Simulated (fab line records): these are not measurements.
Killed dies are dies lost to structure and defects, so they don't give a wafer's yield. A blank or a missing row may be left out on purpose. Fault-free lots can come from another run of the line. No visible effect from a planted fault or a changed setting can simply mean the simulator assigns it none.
The tool behind it: which one? + flow gf180mcu + 36 wafers sampled from 12 lots at 1 step of a route of 602

WHAT THE GAUGES READ, wafer by wafer
GF_V4_CD_MEAS_14: target cd 260 nm.
| lot  | measured     | on        | cd_nm (nm)        |
|------|--------------|-----------|-------------------|
| L075 | day 25 04:34 | cd_sem-01 | 259.5 260.9 259.8 |
| L076 | day 25 09:43 | cd_sem-02 | 260.8 260.5 260.6 |
| L079 | day 26 02:47 | cd_sem-02 | 258.8 258.9 259.4 |
| L081 | day 26 18:27 | cd_sem-01 | 259.6 259.5 260.0 |
| L083 | day 27 16:22 | cd_sem-02 | 259.1 259.5 258.6 |
| L085 | day 28 06:36 | cd_sem-01 | 260.3 260.1 260.4 |
| L087 | day 28 23:35 | cd_sem-01 | 260.0 258.2 258.4 |
| L088 | day 29 13:28 | cd_sem-02 | 259.0 259.1 258.6 |
| L090 | day 30 02:32 | cd_sem-01 | 261.9 261.6 261.3 |
| L093 | day 30 17:22 | cd_sem-02 | 259.6 260.4 260.5 |
| L094 | day 30 22:03 | cd_sem-01 | 259.9 259.8 259.5 |
| L097 | day 31 13:29 | cd_sem-02 | 258.5 260.4 260.0 |

WHICH TOOL RAN EACH LOT (tool, then ch and the chambers of the sampled wafers, then the start)
The record holds no process step before these readings.

THE ANSWER, worked out from the rows above alone
Rule: the lots themselves supply what counts as usual. The widest of any qualifying gaps counts: lots, ordered by their means at a reading, are off when they make up no more than a third of the lots, leave a main group of 4 or more, and stand apart from it by 3 or more times the standard deviation of that group's means. Not used: any main group whose means are identical at the precision the tables above print for the reading. A lot without any number at a reading at which 4 lots or more have one is off too. Any other lot the step has rows for is counted as sound.
No lot is off on any of the readings shown, so nothing can be concluded from this.

WHAT WAS PUT IN BY THE SIMULATOR
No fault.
